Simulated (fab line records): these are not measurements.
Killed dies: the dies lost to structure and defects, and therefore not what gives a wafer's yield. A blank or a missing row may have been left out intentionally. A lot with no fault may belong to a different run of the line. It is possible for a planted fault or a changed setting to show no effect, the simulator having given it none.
Which tool was responsible? -- flow sky130 -- 30 wafers from 10 lots sampled at 6 of the route's 708 steps

WHAT EACH GAUGE READ, for each wafer
SKY_VIA2_THK_MEAS_01.
lot,measured,on,VIA2_HDPCVD_THK (nm)
L658,day 36 22:10,filmMetro-02,1180 1174 1156
L659,day 37 11:19,filmMetro-02,1180 1168 1177
L660,day 37 14:58,filmMetro-03,1200 1194 1190
L661,day 38 00:49,filmMetro-03,1176 1180 1170
L664,day 39 03:19,filmMetro-03,1186 1177 1184
L666,day 39 16:25,filmMetro-03,1189 1191 1189
L667,day 39 22:43,filmMetro-03,1200 1200 1196
L672,day 41 07:03,filmMetro-03,1192 1163 1159
L673,day 41 07:25,filmMetro-02,1200 1192 1206
L675,day 42 02:25,filmMetro-03,1180 1181 1194

SKY_VIA2_RS_MEAS_22: measurement is done with a four-point probe.
lot,measured,on,VIA2_W_RS (ohm/sq)
L658,day 38 01:49,filmMetro-03,0.279 0.274 0.276
L659,day 38 13:41,filmMetro-03,0.278 0.275 0.278
L660,day 38 17:52,filmMetro-02,0.275 0.274 0.272
L661,day 39 03:04,filmMetro-04,0.280 0.278 0.275
L664,day 40 05:20,filmMetro-02,0.271 0.270 0.273
L666,day 40 17:58,filmMetro-04,0.273 0.273 0.273
L667,day 41 00:06,filmMetro-04,0.276 0.273 0.272
L672,day 42 09:00,filmMetro-03,0.275 0.276 0.273
L673,day 42 09:09,filmMetro-02,0.269 0.275 0.275
L675,day 43 02:43,filmMetro-03,0.276 0.271 0.271

SKY_CAPM_RS_MEAS_03: measurement is done with a four-point probe.
lot,measured,on,CAPM_TIN_RS (ohm/sq)
L658,day 38 02:50,filmMetro-01,6.97 6.94 6.96
L659,day 38 14:31,filmMetro-02,6.90 6.84 6.95
L660,day 38 18:42,filmMetro-04,6.97 6.90 6.95
L661,day 39 03:57,filmMetro-04,6.99 6.94 7.02
L664,day 40 06:10,filmMetro-02,6.87 6.85 6.91
L666,day 40 18:47,filmMetro-01,7.55 6.74 7.53
L667,day 41 00:56,filmMetro-04,6.82 7.70 6.94
L672,day 42 10:00,filmMetro-01,6.75 6.88 6.76
L673,day 42 10:10,filmMetro-01,6.93 6.87 6.92
L675,day 43 03:33,filmMetro-02,6.96 6.88 6.88

SKY_CAPM_THK_MEAS_04: measures by xrf.
lot,measured,on,CAPM_TIN_THK (nm)
L658,day 38 02:58,filmMetro-01,198.4 199.2 197.5
L659,day 38 14:37,filmMetro-02,202.1 202.5 200.2
L660,day 38 18:49,filmMetro-04,199.5 201.3 200.0
L661,day 39 04:04,filmMetro-04,198.4 199.6 196.8
L664,day 40 06:17,filmMetro-02,203.4 203.2 202.7
L666,day 40 18:53,filmMetro-01,181.9 202.9 181.3
L667,day 41 01:03,filmMetro-04,202.1 180.6 199.1
L672,day 42 10:07,filmMetro-01,203.9 199.5 203.0
L673,day 42 10:17,filmMetro-01,198.8 200.1 198.3
L675,day 43 03:40,filmMetro-02,199.5 200.4 202.8

TOOL THAT RAN EACH LOT (tool first, then ch and the chambers of the sampled wafers, then the start)
lot,SKY_METAL2_DESCUM_17,SKY_CAPM_SPUTTER_02
L658,"rieMetal-02 ch 0, day 36 21:04","pvdSputter-04, day 38 02:44"
L659,"rieMetal-01 ch 0,1, day 37 10:25","pvdSputter-03, day 38 14:23"
L660,"rieMetal-03 ch 0,1, day 37 14:04","pvdSputter-03, day 38 18:34"
L661,"rieMetal-01 ch 0,1, day 37 23:52","pvdSputter-02, day 39 03:50"
L664,"rieMetal-02 ch 0,1, day 39 02:25","pvdSputter-04, day 40 06:04"
L666,"rieMetal-03 ch 0,1, day 39 15:31","pvdSputter-03, day 40 18:40"
L667,"rieMetal-01 ch 0,1, day 39 21:49","pvdSputter-03, day 41 00:49"
L672,"rieMetal-02 ch 0,1, day 41 06:07","pvdSputter-02, day 42 09:52"
L673,"rieMetal-01 ch 0, day 41 06:28","pvdSputter-04, day 42 09:59"
L675,"rieMetal-02 ch 0,1, day 42 01:31","pvdSputter-04, day 43 03:26"
- SKY_METAL2_DESCUM_17: chemistry O2, time 8 s.
- SKY_CAPM_SPUTTER_02: material TiN, target thk 200 nm, time 166.7 s.

WHAT THE TOOLS THEMSELVES READ (means of the sampled wafers that have a number; where no wafer has one, the mark that the record gives instead)
SKY_METAL2_DESCUM_17.
lot,tool,drypumpMotorCurrentA (A),oesProductAu (a.u.)
L658,rieMetal-02,6.4,1.011
L659,rieMetal-01,5.4,1.014
L660,rieMetal-03,5.8,1.003
L661,rieMetal-01,5.2,1.003
L664,rieMetal-02,5.8,1.002
L666,rieMetal-03,5.8,0.997
L667,rieMetal-01,5.4,1.010
L672,rieMetal-02,6.1,1.009
L673,rieMetal-01,4.9,1.001
L675,rieMetal-02,5.8,1.000

SKY_CAPM_SPUTTER_02.
lot,tool,throttleValvePct (%)
L658,pvdSputter-04,30.8
L659,pvdSputter-03,31.0
L660,pvdSputter-03,31.1
L661,pvdSputter-02,29.2
L664,pvdSputter-04,30.9
L666,pvdSputter-03,31.2
L667,pvdSputter-03,31.1
L672,pvdSputter-02,29.4
L673,pvdSputter-04,29.6
L675,pvdSputter-04,30.1

THE ANSWER, worked out from the rows above alone
Rule: what is usual is taken from the lots themselves. Put in order of their means at a reading, lots are off if they are a third of the lots or fewer, leave a main group of 4 or more, and stand apart from it by a gap of 3 or more times the standard deviation of the main group's means; of several such gaps the widest counts. Not used: any main group whose means are identical at the precision the tables above print for the reading. A lot without any number at a reading at which 4 lots or more have one is off too. All remaining lots with rows at the step are treated as sound. Order of review: gauges by route order, followed by the tools' own readings, for which a lot's mean as printed above is used. At the first step where some lot is off, the reading lying furthest off is the one used; lots without a number count as furthest.
Off: at SKY_CAPM_RS_MEAS_03 (CAPM_TIN_RS), L666, L667. The main group: mean 6.91 ohm/sq, standard deviation 0.053.
A tool fits if, at a process step before that reading, it ran every lot that is off, and no sound lot after the first of them. Gauges at SKY_CAPM_RS_MEAS_03: tried the same way as those tools. One fits: pvdSputter-03 at SKY_CAPM_SPUTTER_02. Its last sound lot is L660 (day 38 18:34), its first lot that is off L666 (day 40 18:40): a fault that began between those two fits.

WHAT THE SIMULATOR PUT IN
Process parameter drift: pvdSputter-03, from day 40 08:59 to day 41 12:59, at SKY_CAPM_SPUTTER_02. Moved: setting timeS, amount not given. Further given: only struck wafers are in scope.
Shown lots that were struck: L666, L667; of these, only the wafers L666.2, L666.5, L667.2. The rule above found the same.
